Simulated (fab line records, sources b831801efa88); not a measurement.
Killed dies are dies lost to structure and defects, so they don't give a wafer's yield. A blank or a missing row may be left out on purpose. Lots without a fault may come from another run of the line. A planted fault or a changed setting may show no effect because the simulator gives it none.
One fault seen from 2 desks | flow gf180mcu | each desk has only its own numbers; what lay behind them comes last

THE TOOL OWNER'S DESK: cmp-01
The tool's own readings at GF_V1_CMP_04 (polishes SiO2): means of the sampled wafers that have a number, for each lot that ran on this tool. A lot is out of limits, marked OUT, if its mean lies more than 4 standard deviations from the usual mean; the brackets give that distance.
Columns: A = motor_current_A at GF_V1_CMP_04, usual 13.1 A; B = time_to_endpoint_s at GF_V1_CMP_04, usual 81 s
lot  | first seen here | A    | B
L512 | day 18 00:53    | 12.0 | 84
L513 | day 18 17:05    | 13.1 | 78
L518 | day 20 14:43    | 13.0 | 83
L520 | day 21 16:07    | 12.7 | 81
L521 | day 21 20:38    | 13.3 | 75
L525 | day 23 17:47    | 13.1 | 93
This desk's finding: nothing out of limits on any of the 6 lots.

THE METROLOGY DESK
What the gauges read, lot by lot, whatever tool the lot ran on: means of the sampled wafers that have a number. A lot is out of limits, marked OUT, if its mean lies more than 4 standard deviations from the usual mean; the brackets give that distance.
Columns: A = cd_nm at GF_CONTACT_CD_MEAS_14, usual 219.7 nm; B = cd_nm at GF_M1_CD_MEAS_14, usual 229.9 nm
lot  | first seen here | A     | B
L510 | day 16 13:33    | 219.9 | 229.6
L512 | day 16 23:34    | 218.4 | 229.5
L513 | day 17 14:38    | 222.0 | 232.1
L514 | day 17 21:23    | 218.2 | 227.0
L515 | day 18 14:43    | 217.7 | 228.4
L518 | day 19 12:18    | 220.0 | 231.0
L520 | day 20 13:14    | 219.9 | 231.2
L521 | day 20 17:55    | 219.5 | 230.3
L525 | day 22 16:52    | 221.8 | 231.7
L528 | day 23 04:43    | 218.9 | 230.4
L530 | day 23 18:57    | 218.7 | 230.3
L532 | day 24 02:50    | 220.4 | 229.8
This desk's finding: nothing out of limits on any of the 12 lots.

PUT TOGETHER
The tool owner's desk saw nothing out of limits.
The metrology desk saw nothing out of limits.

WHAT THE SIMULATOR HAD PUT IN
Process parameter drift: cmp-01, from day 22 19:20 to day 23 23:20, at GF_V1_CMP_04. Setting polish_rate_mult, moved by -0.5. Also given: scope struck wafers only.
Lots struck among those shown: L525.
